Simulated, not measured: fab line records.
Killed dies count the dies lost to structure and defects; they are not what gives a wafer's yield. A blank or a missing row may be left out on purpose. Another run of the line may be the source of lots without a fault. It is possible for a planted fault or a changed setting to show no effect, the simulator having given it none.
What tool caused it? -- flow sky130 -- 33 wafers from 11 lots sampled at 5 of the route's 708 steps

## WHAT THE GAUGES READ, wafer by wafer
SKY_FIELD_ISO_THK_MEAS_23. Usual: FIELD_ISO_OXIDATION_01_THK typically reads 9.91 nm, with standard deviation 0.19.
lot,measured,on,FIELD_ISO_OXIDATION_01_THK (nm),flag
L338,day 2 14:17,filmMetro-02,10.18 10.10 10.25,
L339,day 2 17:35,filmMetro-01,9.99 10.06 9.89,
L341,day 3 06:39,filmMetro-02,9.74 9.81 9.87,
L344,day 3 22:06,filmMetro-02,10.14 10.05 10.00,
L345,day 4 00:40,filmMetro-02,10.13 10.23 10.26,
L347,day 4 10:38,filmMetro-04,9.71 9.68 9.83,
L348,day 4 18:50,filmMetro-01,9.91 9.78 9.88,
L349,day 4 23:50,filmMetro-04,9.63 9.72 9.63,
L351,day 5 08:51,filmMetro-01,9.61 9.67 9.65,
L357,day 6 15:45,filmMetro-04,16.51 16.63 16.46 16.43 16.57 16.54,OFF
L358,day 6 21:52,filmMetro-01,16.69 16.57 16.67 16.67 16.58 16.62,OFF

SKY_VT_ADJUST_HVTR_CD_MEAS_07: target cd 380 nm. Usual: 380.4 nm for cdNm, sd 2.7.
lot,measured,on,cdNm (nm),flag
L338,day 9 20:27,cdSem-01,381.0 380.4 380.1,
L339,day 10 04:16,cdSem-01,381.1 379.1 379.0,
L341,day 10 17:54,cdSem-02,379.2 382.4 379.7,
L344,day 11 21:15,cdSem-02,379.4 376.1 377.9,
L345,day 11 22:13,cdSem-02,377.2 376.9 375.4,
L347,day 12 12:02,cdSem-02,380.7 379.1 382.8,
L348,day 13 00:31,cdSem-02,380.4 381.7 379.4,
L349,day 13 07:17,cdSem-01,381.1 383.1 382.0,
L351,day 13 20:09,cdSem-01,379.1 380.4 383.3,
L357,day 15 13:19,cdSem-01,383.5 382.6 385.4,
L358,day 16 00:47,cdSem-02,390.1 385.0 385.9,

SKY_VT_ADJUST_PCH_TW_MEAS_10. Usual: VT_ADJUST_PCH_TW typically reads 142.3, with standard deviation 1.2.
lot,measured,on,VT_ADJUST_PCH_TW,flag
L338,day 10 20:40,filmMetro-03,142.5 141.9 142.0,
L339,day 11 03:36,filmMetro-02,145.3 145.1 144.6,
L341,day 11 17:55,filmMetro-03,140.9 140.9 141.2,
L344,day 12 21:50,filmMetro-03,142.4 141.4 141.4,
L345,day 12 22:01,filmMetro-03,141.8 140.8 141.6,
L347,day 13 13:37,filmMetro-03,141.8 141.3 142.9,
L348,day 14 02:16,filmMetro-01,141.7 142.4 142.6,
L349,day 14 08:01,filmMetro-02,143.9 144.4 144.7,
L351,day 14 21:23,filmMetro-01,142.3 142.1 142.3,
L357,day 16 17:10,filmMetro-02,142.9 143.8 143.1,
L358,day 17 05:39,filmMetro-01,141.7 141.5 141.7,

## WHICH TOOL RAN EACH LOT (tool, then ch and the chambers of the sampled wafers, then the start)
lot,SKY_FIELD_ISO_ETCH_17,SKY_FIELD_ISO_OXIDATION_22
L338,"rieSi-02 ch 0,2,3, day 2 12:44","furnace-01 ch 0, day 2 13:06"
L339,"rieSi-01 ch 0,1,3, day 2 15:33","furnace-02 ch 0, day 2 16:25"
L341,"rieSi-02 ch 0,1,2, day 3 05:08","furnace-01 ch 0, day 3 05:28"
L344,"rieSi-01 ch 0,2,3, day 3 17:35","furnace-02 ch 0, day 3 20:55"
L345,"rieSi-01 ch 2, day 3 21:35","furnace-02 ch 0, day 3 23:29"
L347,"rieSi-02 ch 0,1,2, day 4 09:05","furnace-01 ch 0, day 4 09:26"
L348,"rieSi-02 ch 0,3, day 4 17:18","furnace-01 ch 0, day 4 17:38"
L349,"rieSi-01 ch 1,3, day 4 20:56","furnace-02 ch 0, day 4 22:40"
L351,"rieSi-01 ch 0,1,3, day 5 07:15","furnace-02 ch 0, day 5 07:39"
L357,"rieSi-02 ch 1,2,3, day 6 14:06","furnace-02 ch 0, day 6 14:34"
L358,"rieSi-02 ch 2,3, day 6 19:02","furnace-02 ch 0, day 6 20:41"
- SKY_FIELD_ISO_ETCH_17: etches Si in HBr/Cl2/O2, target depth 342 nm, time 97.7 s.
- SKY_FIELD_ISO_OXIDATION_22: stabilise 600 s, purge 300 s, target thk 10 nm.

## AS READ BY THE TOOLS THEMSELVES (means over the sampled wafers that have a number; for cases with no such wafer, the mark the record gives instead)
SKY_FIELD_ISO_ETCH_17. Usual: O2_flow_sccm 6.002 sccm, standard deviation 0.017; drypumpMotorCurrentA 5.5 A, standard deviation 0.5; oesProductAu 0.998 a.u., standard deviation 0.0094; throttleValvePct 25.658 %, standard deviation 0.01.
lot,tool,O2_flow_sccm (sccm),drypumpMotorCurrentA (A),oesProductAu (a.u.),throttleValvePct (%),flag
L338,rieSi-02,6.002,5.6,0.991,25.663,
L339,rieSi-01,6.011,5.5,0.996,25.663,
L341,rieSi-02,5.998,5.6,1.001,25.654,
L344,rieSi-01,6.009,5.2,0.991,25.659,
L345,rieSi-01,6.000,5.6,0.989,25.672,
L347,rieSi-02,5.991,5.6,1.005,25.656,
L348,rieSi-02,5.981,5.9,0.979,25.668,
L349,rieSi-01,5.982,5.4,0.999,25.650,
L351,rieSi-01,5.986,5.4,0.997,25.658,
L357,rieSi-02,6.003,5.6,1.006,25.650,
L358,rieSi-02,5.992,5.4,1.003,25.660,

SKY_FIELD_ISO_OXIDATION_22. Usual: spikeTcBottomC 965.9 C, standard deviation 1; spikeTcCentreC 950.8 C, standard deviation 1.1; spikeTcLowerC 950.6 C, standard deviation 1.1; spikeTcTopC 962.7 C, standard deviation 1.4; spikeTcUpperC 949.0 C, standard deviation 0.97; tubeCenterTempC 949.99 C, standard deviation 0.083; tube_center_temp_C_max 952.5, standard deviation 0.41; zonePowerLowerPct 19.7 %, standard deviation 0.87; zonePowerTopPct 36.8 %, standard deviation 0.48.
lot,tool,spikeTcBottomC (C),spikeTcCentreC (C),spikeTcLowerC (C),spikeTcTopC (C),spikeTcUpperC (C),tubeCenterTempC (C),tube_center_temp_C_max,zonePowerLowerPct (%),zonePowerTopPct (%),flag
L338,furnace-01,965.5,950.6,949.8,963.9,948.7,950.01,952.6,19.0,36.3,
L339,furnace-02,965.0,950.3,950.6,961.5,948.7,950.10,952.5,20.5,37.2,
L341,furnace-01,965.8,950.9,949.6,963.2,949.4,950.03,952.4,18.9,36.4,
L344,furnace-02,965.7,951.4,950.9,962.3,949.3,949.98,953.1,20.8,37.0,
L345,furnace-02,966.4,949.5,950.9,961.8,949.8,950.07,952.6,20.7,37.1,
L347,furnace-01,966.4,950.6,949.6,963.8,948.9,949.86,952.4,18.8,36.6,
L348,furnace-01,966.2,950.5,950.2,962.1,949.0,950.03,952.5,19.0,36.5,
L349,furnace-02,964.9,950.7,951.1,962.1,949.5,950.03,952.3,20.5,37.1,
L351,furnace-02,965.5,951.1,950.3,961.1,949.0,949.98,952.3,20.5,37.3,
L357,furnace-02,1009.0,993.0,992.6,1004.9,990.6,992.99,995.2,22.6,40.1,OFF
L358,furnace-02,1007.1,993.9,994.0,1004.3,992.4,992.99,995.4,22.7,40.3,OFF

## THE ANSWER, worked out from the rows above alone
Rule: lot off if the mean of its wafers having a number is beyond 3 standard deviations from the usual mean. Also off: a lot with no number at a reading for which 4 or more lots have one. Where the step has rows for the other lots, those lots are counted as sound. The gauges are gone through in route order, then the tools' own readings, and for those a lot's mean is taken as printed above. The first step at which some lot is off is used, and at that step the reading that is off furthest; a lot without a number counts as furthest.
Off: L357, L358, seen at SKY_FIELD_ISO_THK_MEAS_23 (FIELD_ISO_OXIDATION_01_THK).
If a tool, at a process step before that reading, ran all the lots that are off and no sound lot after the first of them, it fits. The gauges at SKY_FIELD_ISO_THK_MEAS_23 aren't tried: what is off there is off at SKY_FIELD_ISO_OXIDATION_22 too, on other tools, and a gauge's error can't cause that. This does not decide it: 2 tools fit, namely rieSi-02 at SKY_FIELD_ISO_ETCH_17 and furnace-02 at SKY_FIELD_ISO_OXIDATION_22.

## WHAT THE SIMULATOR HAD INSERTED
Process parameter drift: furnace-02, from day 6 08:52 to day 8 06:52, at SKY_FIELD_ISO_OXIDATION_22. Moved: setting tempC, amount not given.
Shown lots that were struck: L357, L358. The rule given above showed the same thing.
